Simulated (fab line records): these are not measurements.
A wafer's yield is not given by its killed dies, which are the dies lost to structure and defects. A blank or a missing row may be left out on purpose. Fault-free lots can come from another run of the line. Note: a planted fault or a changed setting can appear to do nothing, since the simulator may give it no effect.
Comparing a struck lot with a sound one + flow sky130 + 14 steps out of a route of 708
Sound: the wafers L699.4, L699.5, L699.6. Wafers L695.2, L695.5, L695.6 were the ones struck. The cause is given at the end.
Order at every step that has rows: each side's tool, ch and its chambers, its first start. Under that, the readings that differ: sound wafers + struck wafers + difference of the means + sigmas: that difference in standard deviations of wafers without a fault.
alike: readings with means less than 2 such deviations apart, plus words and numbers identical on both sides. not compared: withheld readings, readings lacking a value on some wafer, bounds such as >300 that could conceal the same value, and numbers that have no deviation in the record and whose values overlap.
Wherever a step has rows on one side only, a row that says differs or no value, or a row with sigmas, the two part there. Numbers that don't overlap but have no deviation are shown without sigmas and don't part them. A reading missing from all wafers of one side parts the sides only when that side holds two or more wafers.

first, 3 steps without rows for these wafers: SKY_VIA3_CLEAN_18 (cleans in IPA, time 180 s); SKY_VIA3_CLEAN_19 (cleans in O3/DIW); SKY_VIA3_SPUTTER_20 (material TiN, target thk 20 nm, time 80 s).
SKY_VIA3_CVD_21: deposits W, target thk 390 nm, time 117.31 s.
  sound on cvd w-02 ch 0,1, day 45 06:59; struck on cvd w-01 ch 0,1, day 44 07:15
  alike: chamber pressure Torr, heater power outer w, heater power w
SKY_VIA3_RS_MEAS_22: uses a four-point probe to measure.
  sound on film metro-04 at day 45 07:08; struck on film metro-01 at day 44 07:24
  alike: VIA3_W_RS
SKY_VIA3_THK_MEAS_23: measures by xrf.
  sound on film metro-04 at day 45 07:13; struck on film metro-01 at day 44 07:31
  alike: VIA3_W_THK
SKY_VIA3_CMP_24: polishes, stops on SiO2, t overpolish 20 s, target thk 0 nm.
  sound on cmp-01 ch 1,2, day 45 07:15; struck on cmp-02 ch 2,3, day 44 07:34
  alike: motor current A, overpolish run s, time to endpoint s
SKY_METAL4_SPUTTER_00: material Ti, target thk 15 nm, time 10 s.
  sound on pvd sputter-03 at day 45 07:33; struck on pvd sputter-04 at day 44 07:52
  alike: throttle valve pct
then, 1 step without rows for these wafers: SKY_METAL4_SPUTTER_01 (material TiN, target thk 20 nm, time 16.7 s).
SKY_METAL4_SPUTTER_02: material AlCu, target thk 735 nm, time 39.1 s.
  sound on pvd sputter-03 at day 45 07:36; struck on pvd sputter-04 at day 44 07:54
  alike: throttle valve pct
then, 1 step without rows for these wafers: SKY_METAL4_SPUTTER_03 (material Ti, target thk 5 nm, time 3.3 s).
SKY_METAL4_SPUTTER_04: material TiN, target thk 70 nm, time 58.3 s.
  sound on pvd sputter-03 at day 45 07:40; struck on pvd sputter-04 at day 44 07:58
  alike: throttle valve pct
SKY_CAP2M_CVD_00: deposits SiO2, target thk 15.5 nm.
  sound on pecvd-03 ch 0,1,2, day 45 07:43; struck on pecvd-03 ch 1,2, day 44 08:01
  no value came back on the struck wafers for heater power outer w (W), heater power w (W); on the sound wafers heater power outer w (W) reads 388 374 522
then, 1 step without rows for these wafers: SKY_CAP2M_SPUTTER_02 (material TiN, target thk 200 nm, time 166.7 s).

WHERE THEY PART
Only at SKY_CAP2M_CVD_00, as far as this record shows.

WHY: the cause the simulator had injected
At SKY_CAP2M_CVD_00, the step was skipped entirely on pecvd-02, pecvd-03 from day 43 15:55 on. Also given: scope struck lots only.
